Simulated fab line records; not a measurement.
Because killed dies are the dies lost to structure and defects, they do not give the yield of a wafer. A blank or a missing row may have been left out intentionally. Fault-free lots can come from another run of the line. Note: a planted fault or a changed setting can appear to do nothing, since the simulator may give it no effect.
What tool caused it?    flow sfq_line    14 lots, 42 wafers sampled, at 4 steps of a route of 325

== WHAT EACH GAUGE READ, for each wafer ==
SFQ_I2_OVL_MEAS_918. Usual: I2_OVL typically reads 2 nm, with standard deviation 6.2.
lot   measured      on          I2_OVL (nm)  flag
L804  day 39 09:33  overlay-01  7 3 11       
L805  day 39 11:57  overlay-01  -3 -5 -4     
L806  day 39 15:33  overlay-02  7 -5 2       
L808  day 40 19:10  overlay-02  2 11 6       
L816  day 44 02:44  overlay-01  1 -3 5       
L817  day 44 15:56  overlay-01  8 10 12      
L818  day 45 00:19  overlay-02  1 5 8        
L819  day 45 07:31  overlay-02  4 4 12       
L820  day 45 08:51  overlay-02  -4 7 0       
L821  day 45 10:04  overlay-02  -1 -2 -4     
L822  day 45 11:15  overlay-02  3 7 3        
L823  day 51 20:07  overlay-01  -4 -4 2      
L825  day 52 11:42  overlay-01  -4 -6 -9     
L826  day 53 04:55  overlay-01  -4 0 -8      

SFQ_M3_OVL_MEAS_921. Usual: M3_OVL typically reads -3 nm, with standard deviation 5.4.
lot   measured      on          M3_OVL (nm)  flag
L804  day 45 01:31  overlay-01  -5 -6 3      
L805  day 45 06:19  overlay-01  1 7 -3       
L806  day 45 11:07  overlay-01  -2 -5 -3     
L808  day 46 19:40  overlay-02  8 5 7        
L816  day 49 22:31  overlay-02  -9 -4 -9     
L817  day 50 11:49  overlay-02  -3 -3 1      
L818  day 50 20:06  overlay-01  -9 -8 -5     
L819  day 51 03:18  overlay-01  -9 -4 -4     
L820  day 51 05:42  overlay-01  -7 -2 1      
L821  day 51 08:07  overlay-01  3 -8 0       
L822  day 51 10:30  overlay-01  -9 -4 -4     
L823  day 51 23:46  overlay-02  -3 2 -5      
L825  day 52 15:23  overlay-01  -7 -9 -3     
L826  day 53 11:56  overlay-02  -11 -12 -8   

== EACH LOT AND THE TOOL THAT RAN IT (in order: tool; ch and the chambers of the sampled wafers; start) ==
lot   SFQ_TRILAYER_M1_BARC_OPEN_METAL_ETCH_054  SFQ_TRILAYER_M1_STRIP_STRIP_043
L804  rie_metal-01 ch 0,1, day 18 20:28         rie_metal-01 ch 0,1, day 18 20:40
L805  rie_metal-01 ch 0,1, day 19 02:28         rie_metal-01 ch 0,1, day 19 02:40
L806  rie_metal-01 ch 0,1, day 19 06:04         rie_metal-01 ch 0,1, day 19 06:16
L808  rie_metal-01 ch 0,1, day 20 21:49         rie_metal-01 ch 0,1, day 20 21:59
L816  rie_metal-03 ch 0,1, day 24 00:53         rie_metal-03 ch 0,1, day 24 01:15
L817  rie_metal-03 ch 0,1, day 24 12:52         rie_metal-03 ch 0,1, day 24 13:03
L818  rie_metal-04 ch 1, day 24 18:52           rie_metal-04 ch 1, day 24 19:14
L819  rie_metal-01 ch 0,1, day 25 06:52         rie_metal-01 ch 0,1, day 25 07:03
L820  rie_metal-01 ch 0,1, day 25 12:52         rie_metal-01 ch 0,1, day 25 13:03
L821  rie_metal-03 ch 0,1, day 27 13:01         rie_metal-03 ch 0,1, day 27 13:23
L822  rie_metal-04 ch 0,1, day 30 02:29         rie_metal-04 ch 0,1, day 30 02:40
L823  rie_metal-03 ch 0,1, day 32 19:56         rie_metal-03 ch 0,1, day 32 20:18
L825  rie_metal-01 ch 0,1, day 33 16:19         rie_metal-01 ch 0,1, day 33 16:30
L826  rie_metal-01 ch 0,1, day 34 12:50         rie_metal-01 ch 0,1, day 34 13:01
- SFQ_TRILAYER_M1_BARC_OPEN_METAL_ETCH_054: etches BARC in O2, target depth 125 nm, time 41.7 s.
- SFQ_TRILAYER_M1_STRIP_STRIP_043: strips in O2.

== WHAT THE TOOLS THEMSELVES READ (means of the sampled wafers that have a number; where no wafer has one, the mark that the record gives instead) ==
SFQ_TRILAYER_M1_BARC_OPEN_METAL_ETCH_054. Usual: drypump_motor_current_A 5.6 A, standard deviation 0.34; he_backside_leak_sccm 3.29 sccm, standard deviation 0.17; oes_product_au 0.685 a.u., standard deviation 0.0047; run_length_s 70.5 s, standard deviation 0.7.
lot   tool          drypump_motor_current_A (A)  he_backside_leak_sccm (sccm)  oes_product_au (a.u.)  run_length_s (s)  flag
L804  rie_metal-01  5.5                          3.20                          0.686                  70.6              
L805  rie_metal-01  5.5                          3.36                          0.684                  70.7              
L806  rie_metal-01  5.5                          3.27                          0.738                  67.7              OFF
L808  rie_metal-01  5.8                          3.12                          0.738                  67.5              OFF
L816  rie_metal-03  5.6                          3.44                          0.684                  70.2              
L817  rie_metal-03  5.6                          3.38                          0.688                  70.2              
L818  rie_metal-04  5.5                          3.30                          0.691                  69.9              
L819  rie_metal-01  5.5                          3.15                          0.686                  70.8              
L820  rie_metal-01  5.5                          3.25                          0.689                  70.4              
L821  rie_metal-03  5.7                          3.38                          0.684                  70.0              
L822  rie_metal-04  5.5                          3.24                          0.686                  69.8              
L823  rie_metal-03  5.7                          3.46                          0.684                  70.3              
L825  rie_metal-01  5.8                          3.26                          0.689                  70.8              
L826  rie_metal-01  5.8                          3.25                          0.684                  70.6              

SFQ_TRILAYER_M1_STRIP_STRIP_043. Usual: drypump_motor_current_A 5.6 A, standard deviation 0.34; he_backside_leak_sccm 3.3 sccm, standard deviation 0.34; oes_product_au 1.002 a.u., standard deviation 0.013.
lot   tool          drypump_motor_current_A (A)  he_backside_leak_sccm (sccm)  oes_product_au (a.u.)  flag
L804  rie_metal-01  5.5                          3.1                           0.996                  
L805  rie_metal-01  5.5                          3.1                           0.993                  
L806  rie_metal-01  5.5                          3.2                           1.005                  
L808  rie_metal-01  5.8                          3.1                           1.013                  
L816  rie_metal-03  5.7                          4.3                           1.018                  
L817  rie_metal-03  5.7                          3.5                           1.015                  
L818  rie_metal-04  5.5                          3.4                           1.004                  
L819  rie_metal-01  5.5                          3.2                           0.998                  
L820  rie_metal-01  5.5                          3.2                           0.997                  
L821  rie_metal-03  5.7                          3.5                           1.011                  
L822  rie_metal-04  5.5                          3.3                           0.992                  
L823  rie_metal-03  5.7                          3.6                           1.022                  
L825  rie_metal-01  5.8                          3.4                           0.985                  
L826  rie_metal-01  5.8                          3.3                           0.989                  

== THE ANSWER, worked out from the rows above alone ==
Rule: a lot is off if the mean of its wafers that have a number lies more than 3 standard deviations from the usual mean. A lot without any number at a reading at which 4 lots or more have one is off too. Where the step has rows for the other lots, those lots are counted as sound. Order of review: gauges by route order, followed by the tools' own readings, for which a lot's mean as printed above is used. The first step at which some lot is off is used, and at that step the reading that is off furthest; a lot without a number counts as furthest.
Off at SFQ_TRILAYER_M1_BARC_OPEN_METAL_ETCH_054 (oes_product_au): L806, L808.
A tool fits if, at that step or a process step before it, it ran every lot that is off, and no sound lot after the first of them. Not one of the candidates tried fits.

== WHAT THE SIMULATOR PUT IN ==
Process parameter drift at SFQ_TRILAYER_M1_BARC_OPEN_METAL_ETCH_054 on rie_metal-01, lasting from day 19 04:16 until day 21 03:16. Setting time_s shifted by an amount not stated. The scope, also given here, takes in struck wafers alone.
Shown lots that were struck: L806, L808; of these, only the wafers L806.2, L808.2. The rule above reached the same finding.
